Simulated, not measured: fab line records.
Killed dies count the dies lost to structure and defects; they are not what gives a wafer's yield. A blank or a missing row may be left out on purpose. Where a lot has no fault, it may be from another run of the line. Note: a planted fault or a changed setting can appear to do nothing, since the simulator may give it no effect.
Comparing a struck lot with a sound one || flow sky130 || 15 steps out of a route of 708
Sound: the wafers L829.1, L829.3, L829.4. Struck: wafers L835.1, L835.2, L835.4. The cause is given at the end.
Each step with rows lists, per side, the tool, then ch with its chambers, then its first start. Under that, the readings that differ: sound wafers || struck wafers || difference of the means || sigmas: that difference in standard deviations of wafers without a fault.
alike: readings whose means differ by less than 2 such deviations, and words and numbers that are the same on both sides. not compared: withheld readings, readings that some wafer has no value for, bounds like >300 that may hide the same value, and numbers for which the record gives no deviation and whose values overlap.
The two part at a step that has a row with sigmas, a row that says differs or no value, or rows on one side only. Numbers that don't overlap but have no deviation are shown without sigmas and don't part them. A reading missing from all wafers of one side parts the sides only when that side holds two or more wafers.

first, 2 steps without rows for these wafers: SKY_NWELL_PEB_08; SKY_NWELL_DEVELOP_09 (develop time 60 s).
SKY_NWELL_OVL_MEAS_10:
  sound on overlay-01 at day 6 02:52; struck on overlay-01 at day 7 12:36
  alike: NWELL_00_OVL
then, 3 steps without rows for these wafers: SKY_NWELL_IMPLANT_11; SKY_NWELL_IMPLANT_12; SKY_NWELL_IMPLANT_13.
SKY_NWELL_STRIP_14: strips in O2/N2.
  sound on plasma asher-02 ch 0,1, day 6 03:21; struck on plasma asher-03 ch 0,1, day 7 13:05
  alike: drypump motor current A, oes product au, strip time to endpoint s
  not compared: rf hours counter h
SKY_NWELL_TW_MEAS_15:
  sound on film metro-04 at day 6 03:27; struck on film metro-01 at day 7 13:11
  alike: NWELL_TW
then, 4 steps without rows for these wafers: SKY_NWELL_DEHYDRATE_16 (time 60 s); SKY_NWELL_HMDS_17 (prime time 60 s); SKY_NWELL_COAT_18 (resist thk 3000 nm); SKY_NWELL_SOFTBAKE_19.
SKY_NWELL_EXPOSE_20: exposes mask NWM COMPLEMENT, target cd 840 nm.
  sound on iline stepper-01 ch 0, day 6 12:41; struck on iline stepper-02 ch 0, day 7 22:27
{"reading": "mask", "sound": "NWM_COMPLEMENT#0 NWM_COMPLEMENT#0 NWM_COMPLEMENT#0", "struck": "NWM_COMPLEMENT_R1#0 NWM_COMPLEMENT_R1#0 NWM_COMPLEMENT_R1#0", "difference": "differs", "sigmas": ""}
then, 1 step without rows for these wafers: SKY_NWELL_PEB_21.
-- the record jumps here: 41 days lie between the struck wafers' starts before and after (it left off in module NWELL and takes up again in module PAD_OPEN, whose first step shown is number 708 of the route) --
SKY_PAD_OPEN_PROBE_99:
  sound on prober-02 at day 47 10:47; struck on prober-02 at day 48 20:28
{"reading": "model.etest.pfet_16v.r on ohm um", "sound": "1.527e+04 1.506e+04 1.513e+04", "struck": "1.658e+04 1.669e+04 1.635e+04", "difference": "+1.387e+03", "sigmas": ""}
{"reading": "model.etest.nfet_16v.r on ohm um", "sound": "1.383e+04 1.38e+04 1.371e+04", "struck": "1.336e+04 1.329e+04 1.322e+04", "difference": -4.900e+02, "sigmas": ""}
{"reading": "model.etest.res iso pwell.width nm (nm)", "sound": "2657 2665 2650", "struck": "2459 2466 2478", "difference": -190, "sigmas": ""}
{"reading": "model.etest.res nwell.width nm (nm)", "sound": "829.4 827.8 823.6", "struck": "922.4 916.3 924.3", "difference": "+94.1", "sigmas": ""}
{"reading": "model.etest.pfet_16v.drive ua um", "sound": "239.7 243.4 244.2", "struck": "217.1 217.3 218", "difference": -25.0, "sigmas": ""}
{"reading": "model.etest.nfet_16v.drive ua um", "sound": "224.4 223.7 224", "struck": "227.2 224.7 226.3", "difference": "+2.0", "sigmas": ""}
{"reading": "model.etest.iso nwell nwell.leak log10 a um", "sound": "-13.73 -13.96 -13.96", "struck": "-12.77 -12.82 -12.84", "difference": "+1.07", "sigmas": ""}
  alike: killed_at_M0_to_M3, killed_at_M4_up, killed at contacts, killed at front end, killed at other, killed dies, killed open, killed short

== WHERE THEY PART ==
SKY_NWELL_EXPOSE_20 only, going by this record. Later steps at which nothing parts them and some readings are alike: SKY_PAD_OPEN_PROBE_99.

WHY: what the simulator had put in
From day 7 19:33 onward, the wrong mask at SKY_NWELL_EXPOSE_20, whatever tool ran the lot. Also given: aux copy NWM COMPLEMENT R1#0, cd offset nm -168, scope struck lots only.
